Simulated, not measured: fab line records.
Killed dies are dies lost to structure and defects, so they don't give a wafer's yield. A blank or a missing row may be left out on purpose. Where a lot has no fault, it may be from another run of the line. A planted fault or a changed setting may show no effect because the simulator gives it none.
Matching of chambers :: flow sky130 :: SKY_CONTACT_ETCH_17 on rie diel-04: 4 sister chambers
The step etches SiO2 in C4F8/O2/Ar, stops on Si3N4, target depth 340 nm. 8 wafers are shown with their chamber, then 9 later ones without.

WAFERS, EACH WITH ITS CHAMBER
wafer: L079.3
chamber: 0
oes product au (a.u.): 0.890

wafer: L081.3
chamber: 0
oes product au (a.u.): 0.895

wafer: L083.5
chamber: 3
oes product au (a.u.): 0.887

wafer: L086.1
chamber: 1
oes product au (a.u.): 0.901

wafer: L086.3
chamber: 3
oes product au (a.u.): 0.899

wafer: L089.1
chamber: 1
oes product au (a.u.): 0.896

wafer: L089.4
chamber: 2
oes product au (a.u.): 0.900

wafer: L089.5
chamber: 2
oes product au (a.u.): 0.895

WAFERS WITHOUT THEIR CHAMBER
wafer: L090.2
oes product au (a.u.): 0.889

wafer: L090.3
oes product au (a.u.): 0.894

wafer: L090.4
oes product au (a.u.): 0.901

wafer: L091.1
oes product au (a.u.): 0.898

wafer: L091.2
oes product au (a.u.): 0.888

wafer: L091.6
oes product au (a.u.): 0.884

wafer: L092.1
oes product au (a.u.): 0.891

wafer: L092.3
oes product au (a.u.): 0.895

wafer: L092.6
oes product au (a.u.): 0.894

EACH ONE'S CHAMBER
wafer: L090.2
from the rows above: can't be placed: 0 or 3 or 2 or 1
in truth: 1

wafer: L090.3
from the rows above: can't be placed: 3 or 0 or 2 or 1
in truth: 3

wafer: L090.4
from the rows above: can't be placed: 1 or 2 or 3 or 0
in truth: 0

wafer: L091.1
from the rows above: can't be placed: 1 or 2 or 3 or 0
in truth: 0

wafer: L091.2
from the rows above: can't be placed: 0 or 3 or 2 or 1
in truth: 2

wafer: L091.6
from the rows above: can't be placed: 0 or 3 or 2 or 1
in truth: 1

wafer: L092.1
from the rows above: can't be placed: 0 or 3 or 2 or 1
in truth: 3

wafer: L092.3
from the rows above: can't be placed: 3 or 0 or 2 or 1
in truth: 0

wafer: L092.6
from the rows above: can't be placed: 3 or 0 or 2 or 1
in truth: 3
0 of 9 placed correctly. Cannot be placed on the basis of these rows: 9; the candidates contain the true chamber in 9. Placed wrongly: 0.
How it was worked out, from the rows above alone: a wafer's distance from a chamber is the root of the sum, over the readings, of the square of ((its reading less the chamber's mean) divided by the reading's scatter). If the next closest chamber is less than 2 further off than the closest, the wafer can't be placed; otherwise it belongs to the closest. For every chamber, the mean is computed from those of its wafers that are shown. The scatter: take each reading less its chamber's mean, square it, sum over the shown wafers, divide by the number of wafers less the number of chambers, and take the root.
